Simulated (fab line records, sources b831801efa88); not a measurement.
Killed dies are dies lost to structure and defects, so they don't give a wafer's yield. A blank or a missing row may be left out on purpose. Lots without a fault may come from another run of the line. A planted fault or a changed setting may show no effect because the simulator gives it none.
One fault seen from 2 desks | flow gf180mcu | each desk has only its own numbers; what lay behind them comes last

THE METROLOGY DESK
What the gauges read, lot by lot, whatever tool the lot ran on: means of the sampled wafers that have a number. A lot is out of limits, marked OUT, if its mean lies more than 4 standard deviations from the usual mean; the brackets give that distance.
Columns: A = MIM_CVD_05_THK at GF_MIM_THK_MEAS_06, usual 42.0 nm
lot  | first seen here | A
L512 | day 25 07:28    | 42.2
L513 | day 26 02:44    | 42.4
L514 | day 26 06:00    | 42.3
L516 | day 26 18:15    | 42.3
L515 | day 26 22:11    | 42.6
L517 | day 26 23:34    | 42.4
L518 | day 27 10:35    | 41.6
L519 | day 27 18:33    | 42.0
L520 | day 28 01:15    | 42.6
L521 | day 28 11:15    | 41.5
L522 | day 28 17:22    | 41.8
L523 | day 29 00:53    | 42.3
L526 | day 29 21:52    | 47.8 (+11) OUT
L527 | day 30 02:57    | 51.0 (+18) OUT
This desk's finding: out of limits on L526, L527; first on L526, day 29 21:52 (MIM_CVD_05_THK at GF_MIM_THK_MEAS_06). In limits: L512, L513, L514, L516, L515, L517, L518, L519, L520, L521, L522, L523.

THE TOOL OWNER'S DESK: pecvd-01
The tool's own readings at GF_MIM_CVD_05 (deposits Si3N4, target thk 42 nm, time 29.086 s): means of the sampled wafers that have a number, for each lot that ran on this tool. A lot is out of limits, marked OUT, if its mean lies more than 4 standard deviations from the usual mean; the brackets give that distance.
Columns: A = heater_power_w at GF_MIM_CVD_05, usual 651 W
lot  | first seen here | A
L514 | day 26 05:58    | 633
L515 | day 26 22:08    | 656
L521 | day 28 11:13    | 609
L522 | day 28 17:19    | 609
L523 | day 29 00:51    | 646
L526 | day 29 21:49    | 638
L527 | day 30 02:55    | 711
This desk's finding: nothing out of limits on any of the 7 lots.

PUT TOGETHER
The metrology desk could have raised an alarm at day 29 21:52, on L526, L527.
The tool owner's desk saw nothing out of limits.
The tool owner's desk has L526, L527 on record, within its limits.
Of the lots named, all ran GF_MIM_CVD_05 on pecvd-01.

WHAT THE SIMULATOR HAD PUT IN
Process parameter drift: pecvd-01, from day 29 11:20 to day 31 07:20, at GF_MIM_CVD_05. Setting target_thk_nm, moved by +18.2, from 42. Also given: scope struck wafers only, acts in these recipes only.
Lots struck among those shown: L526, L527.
Hours from the fault's start to each desk's first reading out of limits: the metrology desk, 11.
